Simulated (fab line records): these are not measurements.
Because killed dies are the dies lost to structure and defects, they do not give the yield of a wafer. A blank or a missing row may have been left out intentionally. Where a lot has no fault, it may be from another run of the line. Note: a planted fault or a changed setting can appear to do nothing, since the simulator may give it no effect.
Struck lot and sound lot, side by side + flow sky130 + 44 out of 708 route steps
Sound: these wafers, L533.1, L533.3, L533.5. Struck: wafer L545.5. (L545.3 of the same lot was not struck and is left out.) The cause comes at the end.
At each step with rows: each side's tool, then ch and its chambers, then its first start. Under that, the readings that differ: sound wafers + struck wafers + difference of the means + sigmas: that difference in standard deviations of wafers without a fault.
alike: a reading whose means differ by less than 2 such deviations, as well as words and numbers matching on both sides. not compared: withheld readings; readings where some wafer has no value; bounds like >300 that might hide an equal value; numbers whose values overlap and for which the record gives no deviation.
A row with sigmas, a row that says differs or no value, or rows on one side alone: a step with any of these is where the two part. Numbers that have no deviation but don't overlap get no sigmas and don't part them. A reading that every wafer of one side lacks parts them only if that side has two wafers or more.

first, 1 step without rows for these wafers: SKY_VIA3_ETCH_15 (etches SiO2 in C4F8/O2/Ar, stops on TiN, target depth 507 nm, time 78 s).
SKY_VIA3_STRIP_16: strips in O2/N2.
  sound on plasma-asher-01 ch 0,1, day 40 22:37; struck on plasma-asher-01 ch 1, day 44 08:43
  alike: drypump-motor-current-A, n2-flow-sccm, oes-product-au, strip-time-to-endpoint-s
  not compared: rf-hours-counter-h
then, 5 steps without rows for these wafers: SKY_VIA3_STRIP_17 (strips in post etch residue remover, time 1200 s); SKY_VIA3_CLEAN_18 (cleans in IPA, time 180 s); SKY_VIA3_CLEAN_19 (cleans in O3/DIW); SKY_VIA3_SPUTTER_20 (material TiN, target thk 20 nm, time 80 s); SKY_VIA3_CVD_21 (deposits W, target thk 390 nm, time 117.31 s).
SKY_VIA3_RS_MEAS_22: a four-point-probe measurement.
  sound on film-metro-03, day 40 23:23; struck on film-metro-03, day 44 09:47
| reading            | sound             | struck | difference | sigmas |
|--------------------|-------------------|--------|------------|--------|
| VIA3_W_RS (ohm/sq) | 0.293 0.296 0.294 | 0.257  | -0.037     | -6     |
  not compared: hold
SKY_VIA3_THK_MEAS_23: measures by xrf.
  sound on film-metro-03, day 40 23:31; struck on film-metro-03, day 44 15:46
| reading         | sound       | struck | difference | sigmas |
|-----------------|-------------|--------|------------|--------|
| VIA3_W_THK (nm) | 385 382 383 | 428    | +45        | +5     |
  not compared: hold
then, 1 step without rows for these wafers: SKY_VIA3_CMP_24 (polishes, stops on SiO2, t overpolish 20 s, target thk 0 nm).
SKY_METAL4_SPUTTER_00: material Ti, target thk 15 nm, time 10 s.
  sound on pvd-sputter-03, day 40 23:52; struck on pvd-sputter-03, day 44 18:35
  alike: throttle-valve-pct
then, 1 step without rows for these wafers: SKY_METAL4_SPUTTER_01 (material TiN, target thk 20 nm, time 16.7 s).
SKY_METAL4_SPUTTER_02: material AlCu, target thk 735 nm, time 39.1 s.
  sound on pvd-sputter-03, day 40 23:55; struck on pvd-sputter-03, day 44 18:38
| reading                                     | sound             | struck | difference | sigmas |
|---------------------------------------------|-------------------|--------|------------|--------|
| model.AlCu_of_METAL4_SPUTTER_02.thk-nm (nm) | 724.2 725.8 722.9 | 887.5  | +163.2     |        |
  alike: throttle-valve-pct
then, 2 steps without rows for these wafers: SKY_METAL4_SPUTTER_03 (material Ti, target thk 5 nm, time 3.3 s); SKY_METAL4_SPUTTER_04 (material TiN, target thk 70 nm, time 58.3 s).
SKY_CAP2M_CVD_00: deposits SiO2, target thk 15.5 nm.
  sound on pecvd-03 ch 1,2, day 41 00:01; struck on pecvd-01 ch 2, day 44 18:44
  alike: heater-power-w
SKY_CAP2M_THK_MEAS_01:
  sound on film-metro-04, day 41 00:02; struck on film-metro-02, day 44 18:46
  alike: CAP2M_CVD_00_THK
SKY_CAP2M_SPUTTER_02: material TiN, target thk 200 nm, time 166.7 s.
  sound on pvd-sputter-02, day 41 00:06; struck on pvd-sputter-04, day 45 04:28
  alike: throttle-valve-pct
SKY_CAP2M_RS_MEAS_03: a four-point-probe measurement.
  sound on film-metro-02, day 41 00:13; struck on film-metro-04, day 45 04:44
  alike: CAP2M_TIN_RS
SKY_CAP2M_THK_MEAS_04: measures by xrf.
  sound on film-metro-02, day 41 00:20; struck on film-metro-04, day 45 04:50
| reading            | sound             | struck | difference | sigmas |
|--------------------|-------------------|--------|------------|--------|
| CAP2M_TIN_THK (nm) | 197.5 196.1 196.4 | 201.1  | +4.4       | +3     |
then, 7 steps without rows for these wafers: SKY_CAP2M_DEHYDRATE_05 (time 60 s); SKY_CAP2M_HMDS_06 (prime time 60 s); SKY_CAP2M_COAT_07 (resist thk 1140 nm); SKY_CAP2M_SOFTBAKE_08 (time 60 s); SKY_CAP2M_EXPOSE_09 (exposes mask CAP2M, target cd 1000 nm); SKY_CAP2M_PEB_10; SKY_CAP2M_DEVELOP_11 (develop time 60 s).
SKY_CAP2M_OVL_MEAS_12:
  sound on overlay-02, day 42 00:37; struck on overlay-02, day 45 09:44
  alike: CAP2M_OVL
then, 1 step without rows for these wafers: SKY_CAP2M_METAL_ETCH_13 (etches TiN in Cl2/BCl3, stops on SiO2, target depth 220 nm, time 62.9 s).
SKY_CAP2M_STRIP_14: strips in O2/N2.
  sound on plasma-asher-04 ch 0,1, day 42 00:44; struck on plasma-asher-02 ch 1, day 45 09:53
| reading                     | sound          | struck | difference | sigmas |
|-----------------------------|----------------|--------|------------|--------|
| drypump-motor-current-A (A) | 5.83 5.84 5.37 | 4.74   | -0.94      | -4     |
  alike: n2-flow-sccm, oes-product-au, strip-time-to-endpoint-s
  not compared: rf-hours-counter-h
then, 11 steps without rows for these wafers: SKY_CAP2M_STRIP_15 (strips in post etch residue remover, time 1200 s); SKY_CAP2M_CLEAN_16 (cleans in IPA, time 180 s); SKY_CAP2M_CLEAN_17 (cleans in O3/DIW); SKY_METAL4_DEHYDRATE_05 (time 60 s); SKY_METAL4_HMDS_06 (prime time 60 s); SKY_METAL4_COAT_07 (resist thk 60 nm); SKY_METAL4_COAT_08 (resist thk 1140 nm); SKY_METAL4_SOFTBAKE_09 (time 90 s); SKY_METAL4_EXPOSE_10 (exposes mask MM4, target cd 300 nm); SKY_METAL4_PEB_11; SKY_METAL4_DEVELOP_12 (develop time 60 s).
SKY_METAL4_CD_MEAS_13: the cd target is 300 nm.
  sound on cd-sem-02, day 43 00:01; struck on cd-sem-01, day 46 07:31
  alike: cd-nm
SKY_METAL4_METAL_ETCH_18: etches the open film in Cl2/BCl3, stops on SiO2, target depth 845 nm, time 183.1 s.
  sound on rie-metal-04 ch 0,1, day 43 00:19; struck on rie-metal-03 ch 1, day 46 07:50
| reading               | sound             | struck | difference | sigmas |
|-----------------------|-------------------|--------|------------|--------|
| oes-product-au (a.u.) | 0.853 0.857 0.867 | 0.960  | +0.101     | +14    |
  alike: drypump-motor-current-A, throttle-valve-pct
  not compared: rf-hours-counter-h
-- the record jumps here: 3 days lie between the struck wafers' starts before and after (it left off in module METAL4 and takes up again in module PAD_OPEN, whose first step shown is number 708 of the route) --
SKY_PAD_OPEN_PROBE_99:
  sound on prober-02, day 46 22:45; struck on prober-01, day 49 18:53
| reading                      | sound                   | struck  | difference | sigmas |
|------------------------------|-------------------------|---------|------------|--------|
| model.etest.met4.line-ohm-um | 0.1392 0.1408 0.1438    | 0.1169  | -0.0244    |        |
| model.etest.met4.rs-ohm-sq   | 0.04322 0.04341 0.04361 | 0.03483 | -0.00858   |        |
  alike: defect-limited-yield, killed_at_M0_to_M3, killed_at_M4_up, killed-at-contacts, killed-at-front-end, killed-at-other, killed-dies, killed-open, killed-short, sort_bin_3_pad_short, sort_bin_5_function, sort_bin_6_memory, sort-n-pass, sort-yield-pct
  not compared: hold

== WHERE THEY PART ==
Earliest at SKY_VIA3_RS_MEAS_22; latest, in this record, at SKY_METAL4_METAL_ETCH_18. Later steps at which nothing parts them and some readings are alike: SKY_PAD_OPEN_PROBE_99.

WHY: the cause the simulator had injected
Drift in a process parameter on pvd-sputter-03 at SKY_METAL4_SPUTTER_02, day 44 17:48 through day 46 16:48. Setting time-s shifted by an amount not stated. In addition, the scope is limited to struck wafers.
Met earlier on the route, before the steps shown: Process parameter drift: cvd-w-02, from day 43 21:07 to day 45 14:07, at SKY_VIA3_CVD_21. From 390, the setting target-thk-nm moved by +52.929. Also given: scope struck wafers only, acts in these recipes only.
